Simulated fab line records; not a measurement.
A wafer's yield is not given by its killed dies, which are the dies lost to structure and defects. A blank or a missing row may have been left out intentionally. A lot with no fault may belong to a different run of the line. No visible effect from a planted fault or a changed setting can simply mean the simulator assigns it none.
A single fault, viewed from 2 desks | flow gf180mcu | each desk holds nothing but its own numbers, with what lay behind them at the end

DESK OF THE TOOL OWNER: pvdSputter-03
The tool's own readings at GF_M2_SPUTTER_02 (material AlCu, target thk 450 nm, time 23.9 s): means of the sampled wafers that have a number, for each lot that ran on this tool. The brackets show how far a lot's mean lies from the usual mean; more than 4 standard deviations puts the lot out of limits, marked OUT.
Columns: A = throttleValvePct at GF_M2_SPUTTER_02, usual 30.2 %
lot  | first seen here | A
L955 | day 21 01:14    | 29.8
L957 | day 21 17:45    | 30.9
L961 | day 22 21:40    | 30.0
L971 | day 26 08:48    | 31.0
Result from this desk: across the 4 lots, nothing is out of limits.

THE METROLOGY DESK
Means of the sampled wafers that have a number, per lot and without regard to the tool the lot ran on: this is what the gauges read. The brackets show how far a lot's mean lies from the usual mean; more than 4 standard deviations puts the lot out of limits, marked OUT.
Columns: A = V1_W_RS at GF_V1_RS_MEAS_24, usual 0.326 ohm/sq; B = V1_W_THK at GF_V1_THK_MEAS_25, usual 358 nm; C = M2_ALCU_RS at GF_M2_RS_MEAS_05, usual 0.0696 ohm/sq; D = M2_ALCU_THK at GF_M2_THK_MEAS_06, usual 449 nm
lot  | first seen here | A     | B   | C                 | D
L955 | day 21 00:37    | 0.332 | 350 | 0.0694            | 446
L956 | day 21 01:28    | 0.326 | 355 | 0.0693            | 451
L957 | day 21 17:08    | 0.326 | 358 | 0.0699            | 448
L961 | day 22 21:04    | 0.329 | 350 | 0.0693            | 446
L971 | day 26 08:13    | 0.324 | 368 | 0.0645 (-6.5) OUT | 486 (+7.0) OUT
This desk reports L971 out of limits; the earliest was L971 at day 26 08:55 (M2_ALCU_RS at GF_M2_RS_MEAS_05). L955, L956, L957, L961: within limits.

PUT TOGETHER
The metrology desk could have raised an alarm at day 26 08:55, on L971.
The desk of the tool owner found nothing out of limits.
The tool owner's desk has L971 on record, within its limits.
On pvdSputter-03, each named lot ran GF_M2_SPUTTER_02.

WHAT THE SIMULATOR PUT IN
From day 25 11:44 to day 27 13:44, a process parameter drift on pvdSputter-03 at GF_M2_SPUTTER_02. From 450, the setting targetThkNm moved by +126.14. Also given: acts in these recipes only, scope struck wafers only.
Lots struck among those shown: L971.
Per desk, hours elapsed from the start of the fault to the first reading out of limits: for the metrology desk, 21.
